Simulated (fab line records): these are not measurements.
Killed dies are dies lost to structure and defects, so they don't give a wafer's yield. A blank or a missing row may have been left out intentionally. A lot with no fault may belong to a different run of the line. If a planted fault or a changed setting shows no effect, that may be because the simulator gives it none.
Which tool was responsible? | flow sky130 | Sampling: 6 lots, 18 wafers, 2 of 708 route steps

== WHAT THE GAUGES READ, wafer by wafer ==
SKY_VT_ADJUST_PCH_TW_MEAS_10.
lot  | measured     | on            | VT_ADJUST_PCH_TW
L979 | day 10 16:29 | film metro-02 | 144.6 144.3 144.0
L983 | day 11 21:43 | film metro-01 | 146.6 146.4 146.8
L985 | day 12 15:19 | film metro-02 | 144.6 144.7 145.4
L991 | day 14 09:30 | film metro-04 | 141.9 142.7 141.4
L994 | day 15 12:08 | film metro-02 | 173.7 173.4 173.1 173.9 174.0 174.8
L996 | day 16 10:42 | film metro-02 | 144.2 143.9 144.0

== WHICH TOOL RAN EACH LOT (tool, then ch and the chambers of the sampled wafers, then the start) ==
lot  | SKY_VT_ADJUST_PCH_IMPLANT_08
L979 | implanter-04 ch 0, day 10 16:14
L983 | implanter-04 ch 0, day 11 21:28
L985 | implanter-04 ch 0, day 12 15:04
L991 | implanter-04 ch 0, day 14 09:15
L994 | implanter-04 ch 0, day 15 11:36
L996 | implanter-02 ch 0, day 16 10:27
- SKY_VT_ADJUST_PCH_IMPLANT_08

== THE ANSWER, worked out from the rows above alone ==
Rule: what is usual is taken from the lots themselves. The widest of any qualifying gaps counts: lots, ordered by their means at a reading, are off when they make up no more than a third of the lots, leave a main group of 4 or more, and stand apart from it by 3 or more times the standard deviation of that group's means. A main group is skipped when, at the precision printed for the reading in the tables above, its means are all equal. Also off: a lot with no number at a reading for which 4 or more lots have one. Any other lot the step has rows for is counted as sound.
Off: L994, seen at SKY_VT_ADJUST_PCH_TW_MEAS_10 (VT_ADJUST_PCH_TW). The main group: mean 144.4, standard deviation 1.5.
If a tool, at a process step before that reading, ran all the lots that are off and no sound lot after the first of them, it fits. Those tools and the gauges at SKY_VT_ADJUST_PCH_TW_MEAS_10 are tried in the same way. One candidate fits, namely implanter-04 at SKY_VT_ADJUST_PCH_IMPLANT_08. Its last sound lot is L991 (day 14 09:15), its first lot that is off L994 (day 15 11:36): a fault that began between those two fits.

== WHAT THE SIMULATOR HAD INSERTED ==
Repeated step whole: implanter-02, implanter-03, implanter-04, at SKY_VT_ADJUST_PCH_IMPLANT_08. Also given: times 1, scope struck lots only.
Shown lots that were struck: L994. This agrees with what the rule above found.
